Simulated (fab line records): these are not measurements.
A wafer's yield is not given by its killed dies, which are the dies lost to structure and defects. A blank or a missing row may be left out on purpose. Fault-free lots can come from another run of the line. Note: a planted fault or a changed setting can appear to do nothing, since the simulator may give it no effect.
Matching of chambers | flow gf180mcu | GF_V4_CMP_04 on cmp-02: 4 sister chambers
The step polishes SiO2. 8 wafers are shown with their chamber, then 9 later ones without.

EACH WAFER AND ITS CHAMBER
wafer  | chamber | time-to-endpoint-s (s) | motor-current-A (A)
L084.6 | 3       | 77                     | 11.7
L088.2 | 1       | 78                     | 11.8
L090.3 | 2       | 80                     | 12.1
L090.4 | 0       | 88                     | 11.5
L090.5 | 2       | 79                     | 11.8
L091.1 | 1       | 80                     | 11.5
L091.2 | 0       | 81                     | 12.1
L091.4 | 3       | 83                     | 11.3

WAFERS WITHOUT THEIR CHAMBER
wafer  | time-to-endpoint-s (s) | motor-current-A (A)
L092.2 | 66                     | 11.7
L092.4 | 72                     | 12.1
L092.6 | 73                     | 11.8
L096.3 | 76                     | 11.1
L096.4 | 85                     | 11.6
L096.6 | 85                     | 11.1
L097.1 | 79                     | 12.0
L097.3 | 81                     | 11.5
L097.4 | 74                     | 11.0

THE CHAMBER EACH PASSED THROUGH
wafer  | from the rows above               | in truth
L092.2 | can't be placed: 1 or 2 or 3 or 0 | 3
L092.4 | can't be placed: 2 or 1 or 3 or 0 | 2
L092.6 | can't be placed: 1 or 2 or 3 or 0 | 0
L096.3 | can't be placed: 3 or 1 or 2 or 0 | 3
L096.4 | can't be placed: 0 or 3 or 1 or 2 | 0
L096.6 | can't be placed: 3 or 0 or 1 or 2 | 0
L097.1 | can't be placed: 2 or 1 or 3 or 0 | 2
L097.3 | can't be placed: 3 or 1 or 0 or 2 | 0
L097.4 | can't be placed: 3 or 1 or 2 or 0 | 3
Correct placement for 0 of the 9. These rows do not allow placing 9 (true chamber among the candidates in 9). Placed wrongly: 0.
How it was worked out, from the rows above alone: a wafer's distance from a chamber is the root of the sum, over the readings, of the square of ((its reading less the chamber's mean) divided by the reading's scatter). The wafer belongs to the nearest chamber; if the next one is less than 2 further off, it can't be placed. A chamber's mean is the mean of its shown wafers. The scatter is the square root of a quotient: the sum, over the shown wafers, of each reading's squared deviation from its chamber's mean, divided by wafers minus chambers.
